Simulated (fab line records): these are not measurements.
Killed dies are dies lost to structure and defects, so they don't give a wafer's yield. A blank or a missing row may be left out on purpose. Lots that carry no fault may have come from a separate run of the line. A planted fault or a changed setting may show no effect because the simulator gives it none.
fab line records	flow sky130
record: lots: 11	wafers: 33	lastDay: 50
route steps=708 shown VIA4@656 PASSIVATION@683 PAD_OPEN@701
lots untouched by any fault: they come from a run of this same line in which no faults occurred
startH: the number of hours between the record's first day and the start of the first shown wafer of the lot	waitH: hours elapsed since this lot's preceding step	" as in the row above	L1.1+2: several wafers, shown together as one row	- value missing, or start not given	* or withheld: withheld	< > ~ a bound
route shown NAME@n: names a module that has steps shown in the file, with the first one's number in the route	usual: mean/standard deviation taken from wafers without a fault	same: alike in all rows	chamber/n: place in a boat	sites: the reading at each site	_std_site: standard deviation across them	_edge_site: outer sites' mean less inner sites'	radiusMm: how far each site lies from the wafer's centre	mask NAME#n: copy n	behind: the tool/chamber that last shaped the wafer	hold: why the lot was held/for how many hours/how that ended	device: transistor that didn't switch, given as n, p or np	end of line: the same wafers' tests at the end of the route	a step given without rows: its recipe and nothing more	killed: at the first sort, the dies lost to defects and structure; wafer yield is something else	map: the dies of a wafer, with x for killed, . for not killed, _ for no die there
set.NAME: setting as actually run; set.NAME@STEP: the setting as run at that earlier step	model.NAME: the simulator's own value behind a step, which no gauge read
a sample of lots followed through the steps of the route, with each step as a table and each wafer as a row
services: when a tool's chamber went out of use (startH, in hours from the record's first day, below 0 if earlier), for how many hours, and the reason
== steps ==
step: SKY_VIA4_SPUTTER_17
recipe: material: TiN	targetThkNm: 20	chamberPressurePa: 5	powerW: 4000	timeS: 80
usual: throttleValvePct: 29.4/0.94
lot.wafer	tool	chamber	startH	waitH	throttleValvePct
L851.1	pvdSputter-03	-	995.97	0.0	30.0
L851.3	"	-	"	"	28.1
L851.5	"	-	"	"	28.2
L852.1	pvdSputter-04	-	998.32	0.0	29.5
L852.3	"	-	"	"	27.9
L852.5	"	-	"	"	28.0
L862.1	pvdSputter-04	-	1085.24	0.0	30.2
L862.4	"	-	"	"	29.7
L862.6	"	-	"	"	27.9
L861.3	pvdSputter-02	-	1087.32	0.0	30.7
L861.5	"	-	"	"	29.1
L861.6	"	-	"	"	30.5
L863.1	pvdSputter-04	-	1094.76	0.0	27.7
L863.2	"	-	"	"	30.0
L863.6	"	-	"	"	30.0
L867.1	pvdSputter-04	-	1108.26	0.0	29.4
L867.3	"	-	"	"	30.4
L867.5	"	-	"	"	29.8
L870.3	pvdSputter-03	-	1116.41	0.0	29.9
L870.4	"	-	"	"	30.1
L870.5	"	-	"	"	28.3
L869.1	pvdSputter-02	-	1120.60	0.0	30.7
L869.3	"	-	"	"	30.7
L869.4	"	-	"	"	29.3
L872.1	pvdSputter-04	-	1131.76	0.0	27.7
L872.2	"	-	"	"	30.1
L872.4	"	-	"	"	29.6
L873.1	pvdSputter-03	-	1134.36	0.0	30.1
L873.2	"	-	"	"	28.2
L873.3	"	-	"	"	28.3
L874.1	pvdSputter-03	-	1139.92	0.0	28.3
L874.2	"	-	"	"	29.8
L874.5	"	-	"	"	28.1
step: SKY_PASSIVATION_CVD_02
recipe: material: Si3N4	targetThkNm: 540	tempC: 400	timeS: withheld	rfW: 450
usual: heaterPowerW: 754/89
lot.wafer	tool	chamber	startH	waitH	heaterPowerW
L851.1	pecvd-04	2	1021.00	0.1	674
L851.3	"	2	"	"	725
L851.5	"	0	"	"	909
L852.1	pecvd-04	0	1022.75	0.1	917
L852.3	"	2	"	"	764
L852.5	"	0	"	"	808
L862.1	pecvd-03	0	1107.94	0.1	872
L862.4	"	2	"	"	614
L862.6	"	1	"	"	666
L861.3	pecvd-03	2	1109.38	0.0	687
L861.5	"	1	"	"	679
L861.6	"	2	"	"	728
L863.1	pecvd-02	0	1114.72	0.1	768
L863.2	"	1	"	"	732
L863.6	"	0	"	"	624
L867.1	pecvd-02	2	1128.85	0.1	799
L867.3	"	0	"	"	729
L867.5	"	1	"	"	735
L870.3	pecvd-04	2	1140.14	0.0	731
L870.4	"	2	"	"	753
L870.5	"	0	"	"	875
L869.1	pecvd-04	1	1141.27	0.1	663
L869.3	"	0	"	"	938
L869.4	"	1	"	"	681
L872.1	pecvd-02	1	1151.89	0.1	641
L872.2	"	2	"	"	788
L872.4	"	1	"	"	693
L873.1	pecvd-04	2	1154.70	0.1	650
L873.2	"	1	"	"	707
L873.3	"	0	"	"	872
L874.1	pecvd-02	0	1160.03	0.1	665
L874.2	"	2	"	"	783
L874.5	"	1	"	"	780
step: SKY_PASSIVATION_THK_MEAS_03
recipe: reads: Si3N4_of_PASSIVATION_CVD_02
usual: PASSIVATION_CVD_02_THK: 540/7.3
lot.wafer	tool	chamber	startH	waitH	PASSIVATION_CVD_02_THK[nm]
L851.1	filmMetro-02	-	1021.34	-	534
L851.3	"	-	"	"	545
L851.5	"	-	"	"	539
L852.1	filmMetro-01	-	1023.09	-	526
L852.3	"	-	"	"	538
L852.5	"	-	"	"	533
L862.1	filmMetro-03	-	1108.16	-	889
L862.4	"	-	"	"	902
L862.6	"	-	"	"	894
L861.3	filmMetro-02	-	1109.62	-	890
L861.5	"	-	"	"	909
L861.6	"	-	"	"	907
L863.1	filmMetro-03	-	1115.06	-	544
L863.2	"	-	"	"	539
L863.6	"	-	"	"	548
L867.1	filmMetro-02	-	1129.08	-	530
L867.3	"	-	"	"	541
L867.5	"	-	"	"	542
L870.3	filmMetro-02	-	1140.39	-	532
L870.4	"	-	"	"	543
L870.5	"	-	"	"	534
L869.1	filmMetro-03	-	1141.50	-	527
L869.3	"	-	"	"	520
L869.4	"	-	"	"	542
L872.1	filmMetro-01	-	1152.11	-	537
L872.2	"	-	"	"	533
L872.4	"	-	"	"	547
L873.1	filmMetro-01	-	1154.93	-	534
L873.2	"	-	"	"	535
L873.3	"	-	"	"	533
L874.1	filmMetro-02	-	1160.26	-	542
L874.2	"	-	"	"	537
L874.5	"	-	"	"	542
step: SKY_PASSIVATION_STRIP_12
recipe: chemistry: O2/N2	powerW: 1400	pressureMtorr: 1500	platenTempC: withheld	overashFraction: 0.7	o2FlowSccm: 3000	n2FlowSccm: 300
usual: drypumpMotorCurrentA: 6.13/0.2	oesProductAu: 0.660/0.0046	stripTimeToEndpointS: 31.51/0.12
same: overashFraction: 0.7
lot.wafer	tool	chamber	startH	waitH	drypumpMotorCurrentA	oesProductAu	rfHoursCounterH	stripTimeToEndpointS
L851.1	plasmaAsher-04	0	1043.50	0.1	6.06	0.657	26	31.38
L851.3	"	0	"	"	6.03	0.659	-	31.55
L851.5	"	1	"	"	6.28	0.664	-	31.34
L852.1	plasmaAsher-03	1	1045.13	0.1	5.77	0.655	89	31.46
L852.3	"	1	"	"	5.80	0.672	-	31.33
L852.5	"	0	"	"	6.46	0.662	-	31.55
L862.1	plasmaAsher-01	0	1122.63	0.1	6.15	0.667	6	31.56
L862.4	"	0	"	"	6.16	0.662	-	31.40
L862.6	"	1	"	"	6.09	0.656	-	31.54
L861.3	plasmaAsher-04	0	1126.22	0.1	6.01	0.658	-	31.57
L861.5	"	1	"	"	6.29	0.670	-	31.38
L861.6	"	0	"	"	5.97	0.662	-	31.36
L863.1	plasmaAsher-04	1	1133.46	0.1	6.31	0.653	35	31.52
L863.2	"	0	"	"	5.99	0.659	35	31.63
L863.6	"	0	"	"	6.03	0.658	-	31.51
L867.1	plasmaAsher-03	0	1147.86	0.1	6.45	0.666	99	31.61
L867.3	"	1	"	"	5.81	0.665	-	31.34
L867.5	"	0	"	"	6.47	0.659	-	31.71
L870.3	plasmaAsher-03	1	1159.09	0.1	5.80	0.662	-	31.42
L870.4	"	0	"	"	6.46	0.664	-	31.50
L870.5	"	1	"	"	5.78	0.660	-	31.37
L869.1	plasmaAsher-04	0	1160.58	0.1	6.00	0.659	38	31.53
L869.3	"	0	"	"	6.05	0.657	-	31.42
L869.4	"	1	"	"	6.28	0.654	-	31.52
L872.1	plasmaAsher-03	0	1170.03	0.1	6.47	0.655	101	31.53
L872.2	"	1	"	"	5.77	0.663	101	31.56
L872.4	"	1	"	"	5.76	0.661	-	31.53
L873.1	plasmaAsher-04	1	1172.58	0.1	6.26	0.654	39	31.38
L873.2	"	0	"	"	6.02	0.657	39	31.39
L873.3	"	1	"	"	6.26	0.664	-	31.40
L874.1	plasmaAsher-03	1	1177.13	0.1	5.79	0.660	102	31.31
L874.2	"	0	"	"	6.46	0.659	102	31.25
L874.5	"	1	"	"	5.78	0.663	-	31.35
step: SKY_PAD_OPEN_ETCH_07
recipe: chemistry: CF4/O2	targetDepthNm: 725	stopOn: AlCu	sourceW: 800	biasW: 150	pressureMtorr: 150	cf4FlowSccm: 80	O2_flow_sccm: 10	timeS: 161.1
usual: drypumpMotorCurrentA: 5.6/0.42	oesProductAu: 0.978/0.0072	throttleValvePct: 5.964/0.0092
lot.wafer	tool	chamber	startH	waitH	drypumpMotorCurrentA	oesProductAu	rfHoursCounterH	throttleValvePct
L851.1	rieDiel-04	2	1065.41	-	6.4	0.968	26	5.965
L851.3	"	3	"	"	5.6	0.972	27	5.960
L851.5	"	0	"	"	5.2	0.976	-	5.969
L852.1	rieDiel-03	3	1066.11	-	6.1	0.961	17	5.973
L852.3	"	2	"	"	5.9	0.980	25	5.951
L852.5	"	0	"	"	5.6	0.975	-	5.947
L863.1	rieDiel-04	0	1152.32	-	5.2	0.978	12	5.954
L863.2	"	3	"	"	5.6	0.974	31	5.988
L863.6	"	0	"	"	5.2	0.979	-	5.974
L867.1	rieDiel-02	2	1165.08	-	5.8	0.976	17	5.964
L867.3	"	3	"	"	5.0	0.978	11	5.962
L867.5	"	2	"	"	5.8	0.976	-	5.955
L870.3	rieDiel-04	0	1175.77	-	5.2	0.973	14	5.963
L870.4	"	1	"	"	4.9	0.980	22	5.955
L870.5	"	3	"	"	5.6	0.977	-	5.969
L869.1	rieDiel-04	0	1177.22	-	5.2	0.967	14	5.958
L869.3	"	2	"	"	6.3	0.962	30	5.961
L869.4	"	3	"	"	5.6	0.984	32	5.974
L872.1	rieDiel-02	1	1186.46	-	5.5	0.977	25	5.949
L872.2	"	0	"	"	5.7	0.964	21	5.943
L872.4	"	3	"	"	5.0	0.977	11	5.958
L873.1	rieDiel-03	2	1188.42	-	5.9	0.975	29	5.955
L873.2	"	1	"	"	6.0	0.972	25	5.986
L873.3	"	0	"	"	5.6	0.975	19	5.973
L874.1	rieDiel-04	3	1192.73	-	5.6	0.972	33	5.967
L874.2	"	2	"	"	6.4	0.979	30	5.962
L874.5	"	2	"	"	6.4	0.987	-	5.968
step: SKY_PAD_OPEN_PROBE_99
usual: defectLimitedYield: 82.5/1.9	killed_at_M0_to_M3: 44/7.3	killed_at_M4_up: 3.1/1.9	killedAtContacts: 24/5.3	killedAtFrontEnd: 15/4	killedAtOther: 0.4/0.6	killedDies: 86/9.2	killedOnRim: 17/3.5	killedOpen: 47/6.9	killedShort: 39/6.9	sort_bin_3_pad_short: 0.8/0.41	sort_bin_5_function: 10.6/1.5	sort_bin_6_memory: 6.1/1.1	sortNPass: 406/9.2	sortYieldPct: 82.5/1.9
same: grossDies: 492	killedAtBackSide: 0	sort_bin_4_leakage[%]: 0	sort_bin_8_speed[%]: 0
lot.wafer	tool	chamber	startH	waitH	defectLimitedYield[%]	killed_at_M0_to_M3	killed_at_M4_up	killedAtContacts	killedAtFrontEnd	killedAtOther	killedDies	killedOnRim	killedOpen	killedShort	sort_bin_3_pad_short[%]	sort_bin_5_function[%]	sort_bin_6_memory[%]	sortNPass	sortYieldPct[%]
L851.1	prober-02	-	1067.73	0.1	80.9	43	6	27	16	2	94	22	44	49	0.8	10.4	7.9	398	80.9
L851.3	prober-02	-	1067.83	0.2	79.5	61	4	22	14	0	101	23	53	48	0.6	12.8	7.1	391	79.5
L851.5	prober-02	-	1067.93	0.2	82.1	50	3	17	18	0	88	14	44	44	0.6	10.0	7.3	404	82.1
L852.1	prober-01	-	1068.43	0.1	84.6	40	5	21	9	1	76	15	41	35	0.8	10.2	4.5	416	84.6
L852.3	prober-01	-	1068.53	0.2	82.7	46	2	19	18	0	85	14	49	36	0.6	11.8	4.9	407	82.7
L852.5	prober-01	-	1068.63	0.2	82.1	40	3	21	24	0	88	15	48	40	1.4	11.2	5.3	404	82.1
L862.1	prober-02	-	1143.64	0.1	0	50	6	22	21	393	492	96	55	45	0.8	92.5	6.7	0	0
L862.4	prober-02	-	1143.79	0.2	0	63	2	19	21	387	492	96	59	46	0.4	90.7	8.9	0	0
L862.6	prober-02	-	1143.89	0.2	0	59	1	15	11	406	492	96	45	41	0.6	92.9	6.5	0	0
L861.3	prober-01	-	1146.79	0.2	0	59	2	23	14	394	492	96	50	48	0.6	93.3	6.1	0	0
L861.5	prober-01	-	1146.89	0.2	0	51	6	21	12	402	492	96	37	53	0.8	92.3	6.9	0	0
L861.6	prober-01	-	1146.94	0.2	0	35	3	23	19	412	492	96	48	32	0.8	93.3	5.9	0	0
L863.1	prober-01	-	1154.72	0.1	83.7	45	2	20	13	0	80	16	46	34	1.2	10.4	4.7	412	83.7
L863.2	prober-01	-	1154.77	0.1	81.9	44	5	26	14	0	89	14	51	37	0.8	10.4	6.9	403	81.9
L863.6	prober-01	-	1154.97	0.2	83.9	40	1	21	16	1	79	14	36	43	0.6	8.9	6.5	413	83.9
L867.1	prober-02	-	1167.40	0.1	81.9	47	0	28	13	1	89	19	52	37	0.2	10.6	7.3	403	81.9
L867.3	prober-02	-	1167.50	0.2	81.3	52	3	26	11	0	92	22	57	35	1.0	9.8	7.9	400	81.3
L867.5	prober-02	-	1167.60	0.2	85.2	32	2	25	14	0	73	15	46	27	0.4	9.8	4.7	419	85.2
L870.3	prober-02	-	1178.19	0.2	83.1	50	3	16	14	0	83	22	47	35	0.6	9.6	6.7	409	83.1
L870.4	prober-02	-	1178.24	0.2	86.0	37	2	19	11	0	69	11	33	36	1.2	7.1	5.7	423	86.0
L870.5	prober-02	-	1178.29	0.2	83.5	46	3	26	6	0	81	16	58	22	0.2	10.0	6.3	411	83.5
L869.1	prober-01	-	1179.54	0.1	82.1	52	3	23	10	0	88	18	52	35	0	10.8	7.1	404	82.1
L869.3	prober-01	-	1179.64	0.2	80.5	52	3	20	19	2	96	20	55	40	1.2	11.0	7.3	396	80.5
L869.4	prober-01	-	1179.69	0.2	82.1	47	0	18	23	0	88	21	43	44	1.6	11.4	4.9	404	82.1
L872.1	prober-01	-	1188.79	0.1	85.6	37	4	24	6	0	71	14	36	34	0.6	8.3	5.5	421	85.6
L872.2	prober-01	-	1188.84	0.1	81.7	44	3	29	14	0	90	20	46	41	1.2	10.6	6.5	402	81.7
L872.4	prober-01	-	1188.94	0.2	81.7	44	5	26	14	1	90	18	46	43	1.2	11.0	6.1	402	81.7
L873.1	prober-02	-	1190.77	0.1	81.1	46	2	31	14	0	93	21	54	39	1.2	11.8	5.9	399	81.1
L873.2	prober-02	-	1190.82	0.1	81.3	51	2	17	22	0	92	13	53	39	0.8	11.6	6.3	400	81.3
L873.3	prober-02	-	1190.87	0.2	79.7	44	3	33	20	0	100	19	62	38	0.6	13.0	6.7	392	79.7
L874.1	prober-01	-	1195.06	0.1	82.5	39	5	27	14	1	86	17	49	36	1.2	11.2	5.1	406	82.5
L874.2	prober-01	-	1195.11	0.1	81.7	42	5	29	13	1	90	18	54	33	0.4	9.8	8.1	402	81.7
L874.5	prober-01	-	1195.26	0.2	78.9	57	2	24	21	0	104	16	54	49	0	13.2	7.9	388	78.9
killed by level:class
L851.1 LI_CONTACT:geometricParticle:open=8 FIELD_ISO:geometricParticle:open=7 VIA2:geometricParticle:open=7 CONTACT:geometricParticle:open=6 CONTACT:geometricParticle:short=6 VIA3:geometricParticle:short=6 METAL1:geometricParticle:short=5 VIA1:geometricParticle:open=5
L851.3 VIA1:geometricParticle:open=14 METAL2:geometricParticle:short=9 CONTACT:geometricParticle:open=8 VIA2:geometricParticle:open=7 METAL3:geometricParticle:short=7 LI_CONTACT:geometricParticle:open=6 VIA2:geometricParticle:short=6 VIA3:geometricParticle:open=5
L851.5 VIA1:geometricParticle:open=9 VIA2:geometricParticle:open=9 VIA1:geometricParticle:short=8 CONTACT:geometricParticle:short=6 METAL1:geometricParticle:short=6 LI_CONTACT:geometricParticle:open=5 VIA3:geometricParticle:open=5 FIELD_ISO:geometricParticle:short=4
L852.1 CONTACT:geometricParticle:open=10 VIA3:geometricParticle:open=9 VIA1:geometricParticle:open=8 VIA2:geometricParticle:open=7 CONTACT:geometricParticle:short=6 FIELD_ISO:geometricParticle:short=5 METAL2:geometricParticle:short=4 VIA2:geometricParticle:short=4
L852.3 VIA1:geometricParticle:open=13 CONTACT:geometricParticle:open=12 VIA2:geometricParticle:open=8 METAL1:geometricParticle:short=6 METAL2:geometricParticle:short=5 FIELD_ISO:geometricParticle:open=4 POLY_GATE:geometricParticle:short=4 SPACER:geometricParticle:short=4
L852.5 VIA1:geometricParticle:open=13 POLY_GATE:geometricParticle:open=6 CONTACT:geometricParticle:open=6 POLY_GATE:geometricParticle:short=5 SPACER:geometricParticle:open=5 LOCAL_INTERCONNECT:geometricParticle:short=5 METAL2:geometricParticle:short=5 VIA2:geometricParticle:short=5
L862.1 PASSIVATION:areaEtch=392 VIA1:geometricParticle:open=10 CONTACT:geometricParticle:open=8 VIA3:geometricParticle:open=8 VIA2:geometricParticle:open=8 METAL1:geometricParticle:short=7 FIELD_ISO:geometricParticle:short=6 LI_CONTACT:geometricParticle:open=5
L862.4 PASSIVATION:areaEtch=386 VIA1:geometricParticle:open=16 METAL1:geometricParticle:short=9 VIA3:geometricParticle:open=9 LI_CONTACT:geometricParticle:open=7 VIA2:geometricParticle:open=7 FIELD_ISO:geometricParticle:open=6 METAL2:geometricParticle:short=6
L862.6 PASSIVATION:areaEtch=406 VIA1:geometricParticle:open=14 VIA1:geometricParticle:short=8 VIA2:geometricParticle:open=8 METAL1:geometricParticle:short=7 VIA3:geometricParticle:open=7 LOCAL_INTERCONNECT:geometricParticle:short=4 CONTACT:geometricParticle:open=4
L861.3 PASSIVATION:areaEtch=394 METAL2:geometricParticle:short=13 VIA1:geometricParticle:open=12 VIA1:geometricParticle:short=8 CONTACT:geometricParticle:open=7 LI_CONTACT:geometricParticle:open=6 VIA3:geometricParticle:open=6 FIELD_ISO:geometricParticle:open=5
L861.5 PASSIVATION:areaEtch=402 METAL1:geometricParticle:short=8 CONTACT:geometricParticle:short=6 CONTACT:geometricParticle:open=6 VIA1:geometricParticle:short=6 METAL2:geometricParticle:short=6 METAL4:geometricParticle:short=6 VIA3:geometricParticle:open=5
L861.6 PASSIVATION:areaEtch=412 CONTACT:geometricParticle:open=8 VIA1:geometricParticle:open=8 POLY_GATE:geometricParticle:open=6 LI_CONTACT:geometricParticle:open=6 METAL2:geometricParticle:short=6 VIA3:geometricParticle:open=6 FIELD_ISO:geometricParticle:short=5
L863.1 VIA1:geometricParticle:open=9 VIA3:geometricParticle:open=8 CONTACT:geometricParticle:open=6 LI_CONTACT:geometricParticle:open=6 METAL2:geometricParticle:short=6 VIA2:geometricParticle:open=6 POLY_GATE:geometricParticle:short=5 CONTACT:geometricParticle:short=4
L863.2 CONTACT:geometricParticle:open=10 VIA2:geometricParticle:open=10 VIA1:geometricParticle:open=9 LI_CONTACT:geometricParticle:open=6 CONTACT:geometricParticle:short=6 FIELD_ISO:geometricParticle:open=5 METAL1:geometricParticle:short=5 METAL2:geometricParticle:short=5
L863.6 CONTACT:geometricParticle:open=9 CONTACT:geometricParticle:short=7 VIA1:geometricParticle:open=7 METAL1:geometricParticle:short=7 VIA1:geometricParticle:short=5 VIA3:geometricParticle:open=5 VIA3:geometricParticle:short=4 METAL2:geometricParticle:short=4
L867.1 VIA1:geometricParticle:open=15 LI_CONTACT:geometricParticle:open=13 CONTACT:geometricParticle:short=7 METAL1:geometricParticle:open=6 VIA3:geometricParticle:open=6 CONTACT:geometricParticle:open=5 VIA2:geometricParticle:open=5 VIA1:geometricParticle:short=5
L867.3 CONTACT:geometricParticle:open=15 VIA1:geometricParticle:open=14 METAL2:geometricParticle:short=8 VIA2:geometricParticle:open=6 VIA3:geometricParticle:short=6 LI_CONTACT:geometricParticle:open=5 VIA3:geometricParticle:open=5 METAL3:geometricParticle:short=4
L867.5 CONTACT:geometricParticle:open=14 VIA1:geometricParticle:open=10 POLY_GATE:geometricParticle:short=5 FIELD_ISO:geometricParticle:open=4 LI_CONTACT:geometricParticle:open=4 METAL1:geometricParticle:short=4 VIA2:geometricParticle:open=4 VIA3:geometricParticle:open=4
L870.3 VIA2:geometricParticle:open=10 METAL2:geometricParticle:short=8 VIA3:geometricParticle:open=8 CONTACT:geometricParticle:open=7 VIA1:geometricParticle:open=6 VIA2:geometricParticle:short=5 METAL1:geometricParticle:short=5 FIELD_ISO:geometricParticle:open=3
L870.4 METAL2:geometricParticle:short=7 VIA1:geometricParticle:open=6 CONTACT:geometricParticle:open=5 POLY_GATE:geometricParticle:open=4 CONTACT:geometricParticle:short=4 METAL1:geometricParticle:short=4 POLY_GATE:geometricParticle:short=3 LI_CONTACT:geometricParticle:open=3
L870.5 VIA1:geometricParticle:open=14 VIA3:geometricParticle:open=13 CONTACT:geometricParticle:open=12 VIA2:geometricParticle:open=8 LI_CONTACT:geometricParticle:open=5 LOCAL_INTERCONNECT:geometricParticle:short=4 VIA1:geometricParticle:short=4 VIA2:geometricParticle:short=3
L869.1 VIA1:geometricParticle:open=15 CONTACT:geometricParticle:open=11 VIA2:geometricParticle:open=9 VIA1:geometricParticle:short=6 CONTACT:geometricParticle:short=5 VIA3:geometricParticle:open=5 LOCAL_INTERCONNECT:geometricParticle:short=4 METAL2:geometricParticle:short=4
L869.3 VIA2:geometricParticle:open=13 VIA3:geometricParticle:open=8 VIA1:geometricParticle:open=8 METAL2:geometricParticle:short=7 FIELD_ISO:geometricParticle:open=6 CONTACT:geometricParticle:short=6 CONTACT:geometricParticle:open=6 LI_CONTACT:geometricParticle:open=5
L869.4 VIA2:geometricParticle:open=12 FIELD_ISO:geometricParticle:short=7 VIA1:geometricParticle:open=7 FIELD_ISO:geometricParticle:open=6 CONTACT:geometricParticle:short=6 LI_CONTACT:geometricParticle:open=5 VIA2:geometricParticle:short=5 METAL1:geometricParticle:short=4
L872.1 VIA1:geometricParticle:open=11 LOCAL_INTERCONNECT:geometricParticle:short=8 VIA1:geometricParticle:short=6 VIA2:geometricParticle:open=6 CONTACT:geometricParticle:short=5 LI_CONTACT:geometricParticle:open=4 CONTACT:geometricParticle:open=4 VIA3:geometricParticle:open=4
L872.2 CONTACT:geometricParticle:open=11 VIA1:geometricParticle:open=10 VIA1:geometricParticle:short=7 LI_CONTACT:geometricParticle:open=6 METAL1:geometricParticle:short=5 VIA3:geometricParticle:open=5 FIELD_ISO:geometricParticle:short=4 FIELD_ISO:geometricParticle:open=4
L872.4 LI_CONTACT:geometricParticle:open=12 VIA3:geometricParticle:open=8 METAL1:geometricParticle:short=6 VIA2:geometricParticle:open=6 METAL2:geometricParticle:short=5 VIA1:geometricParticle:open=5 METAL4:geometricParticle:short=5 POLY_GATE:geometricParticle:open=4
L873.1 CONTACT:geometricParticle:open=13 VIA1:geometricParticle:open=13 CONTACT:geometricParticle:short=9 VIA3:geometricParticle:open=7 FIELD_ISO:geometricParticle:short=6 METAL1:geometricParticle:short=6 VIA2:geometricParticle:open=6 FIELD_ISO:geometricParticle:open=5
L873.2 VIA3:geometricParticle:open=10 VIA1:geometricParticle:open=9 CONTACT:geometricParticle:open=8 METAL2:geometricParticle:short=8 VIA2:geometricParticle:open=7 VIA1:geometricParticle:short=6 FIELD_ISO:geometricParticle:open=5 POLY_GATE:geometricParticle:open=5
L873.3 VIA1:geometricParticle:open=14 LI_CONTACT:geometricParticle:open=12 CONTACT:geometricParticle:open=11 VIA3:geometricParticle:open=8 VIA1:geometricParticle:short=6 FIELD_ISO:geometricParticle:open=5 POLY_GATE:geometricParticle:short=5 VIA2:geometricParticle:short=5
L874.1 CONTACT:geometricParticle:open=13 VIA1:geometricParticle:open=12 VIA2:geometricParticle:open=8 FIELD_ISO:geometricParticle:open=5 METAL4:geometricParticle:short=5 METAL1:geometricParticle:short=5 LI_CONTACT:geometricParticle:open=4 METAL3:geometricParticle:short=3
L874.2 CONTACT:geometricParticle:open=13 VIA1:geometricParticle:open=9 LI_CONTACT:geometricParticle:open=7 VIA3:geometricParticle:open=6 METAL2:geometricParticle:short=5 VIA1:geometricParticle:short=5 VIA2:geometricParticle:open=4 FIELD_ISO:geometricParticle:short=3
L874.5 METAL2:geometricParticle:short=11 CONTACT:geometricParticle:open=10 VIA1:geometricParticle:open=9 LI_CONTACT:geometricParticle:open=7 METAL1:geometricParticle:short=6 VIA2:geometricParticle:open=6 VIA1:geometricParticle:short=6 FIELD_ISO:geometricParticle:short=5
== services ==
tool	chamber	startH	hours	kind
pecvd-03	0	1004.51	6.2	repair
pecvd-04	-	1013.90	1.2	repair
rieDiel-02	1	1026.41	9.4	repair
pvdSputter-03	-	1035.44	1.0	repair
rieDiel-04	-	1051.01	0.2	repair
pecvd-03	-	1052.02	2.8	pm
rieDiel-02	-	1052.24	15.6	pm
pecvd-02	2	1063.48	2.5	repair
pecvd-04	1	1065.07	4.0	repair
rieDiel-03	-	1074.05	0.7	repair
rieDiel-02	2	1086.27	10.0	repair
pecvd-03	2	1087.92	3.4	repair
rieDiel-03	2	1089.78	10.4	repair
rieDiel-03	-	1099.49	0.6	repair
rieDiel-02	3	1101.14	14.8	repair
pvdSputter-02	-	1108.51	8.5	repair
plasmaAsher-04	-	1113.86	2.3	repair
pecvd-04	-	1116.62	6.0	pm
rieDiel-04	2	1118.77	1.4	repair
pecvd-02	-	1119.13	4.3	pm
rieDiel-03	1	1121.95	1.2	repair
plasmaAsher-03	-	1134.10	2.8	pm
plasmaAsher-04	-	1141.20	5.0	repair
rieDiel-04	0	1183.64	6.0	repair
== key ==
firstSign: step: SKY_PASSIVATION_THK_MEAS_03	reading: PASSIVATION_CVD_02_THK	direction: up	sigmas: 49	usual: 540	struck: 899
effect: step: SKY_PAD_OPEN_PROBE_99	reading: killedAtOther	direction: up	sigmas: 99+	usual: 0.4	struck: 399
moreKillsBornAt: SKY_PASSIVATION_ETCH_11@rieDiel-03: 1208	SKY_PASSIVATION_ETCH_11@rieDiel-01: 1184
metAt SKY_PASSIVATION_CVD_02
struckLots L861,L862
laterRowsLeftOut L861.3,L861.5,L861.6,L862.1,L862.4,L862.6
notActingAt SKY_VIA4_SPUTTER_17,SKY_PASSIVATION_STRIP_12,SKY_PAD_OPEN_ETCH_07
fault: kind: processParameterDrift	tool: pecvd-03	chamber: -	onsetH: 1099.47	steps: SKY_PASSIVATION_CVD_02	channel: timeS	offset: withheld	shape: step	endH: 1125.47	actsIn: *
laterRowsLeftOut: the simulator's readings of these wafers behind a module that went badly wrong aren't trusted and aren't shown, but for the sort
